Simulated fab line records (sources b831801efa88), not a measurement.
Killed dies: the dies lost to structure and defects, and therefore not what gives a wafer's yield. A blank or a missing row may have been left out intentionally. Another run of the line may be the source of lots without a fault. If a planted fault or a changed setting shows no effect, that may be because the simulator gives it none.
One fault seen from 2 desks -- flow gf180mcu -- only its own numbers are on each desk; what lay behind them is given at the end

== METROLOGY DESK ==
What the gauges read for every lot (on any tool): the sampled wafers with a number, averaged. The brackets show how far a lot's mean lies from the usual mean; more than 4 standard deviations puts the lot out of limits, marked OUT.
Columns: A = V4_CVD_02_THK at GF_V4_THK_MEAS_03, usual 847 nm; B = V4_OVL at GF_V4_OVL_MEAS_15, usual 2 nm
lot,first seen here,A,B
L144,day 24 00:42,843,-0
L142,day 24 02:34,834,-4
L143,day 24 04:25,841,-3
L141,day 24 06:38,856,-1
L145,day 24 09:02,846,-3
L146,day 24 11:21,846,3
L149,day 25 07:07,845,-2
L153,day 26 15:14,822,5
L158,day 28 09:40,846,5
L159,day 28 23:21,847,6
L160,day 29 02:29,836,4
L164,day 30 08:37,853,8
Finding of this desk: none of the 12 lots has anything out of limits.

== FOR THE TOOL OWNER'S DESK: pecvd-02 ==
The tool's own readings at GF_V4_CVD_02 (deposits SiO2 from TEOS, target thk 850 nm, time 94.851 s): means of the sampled wafers that have a number, for each lot that ran on this tool. The brackets show how far a lot's mean lies from the usual mean; more than 4 standard deviations puts the lot out of limits, marked OUT.
Columns: A = heater_power_w at GF_V4_CVD_02, usual 672 W
lot,first seen here,A
L144,day 24 00:38,775
L143,day 24 04:20,728
L146,day 24 11:16,756
L149,day 25 07:02,748
L153,day 26 15:11,637
Finding of this desk: none of the 5 lots has anything out of limits.

== BROUGHT TOGETHER ==
Nothing out of limits was seen by the metrology desk.
The desk of the tool owner found nothing out of limits.

== WHAT HAD BEEN PUT IN BY THE SIMULATOR ==
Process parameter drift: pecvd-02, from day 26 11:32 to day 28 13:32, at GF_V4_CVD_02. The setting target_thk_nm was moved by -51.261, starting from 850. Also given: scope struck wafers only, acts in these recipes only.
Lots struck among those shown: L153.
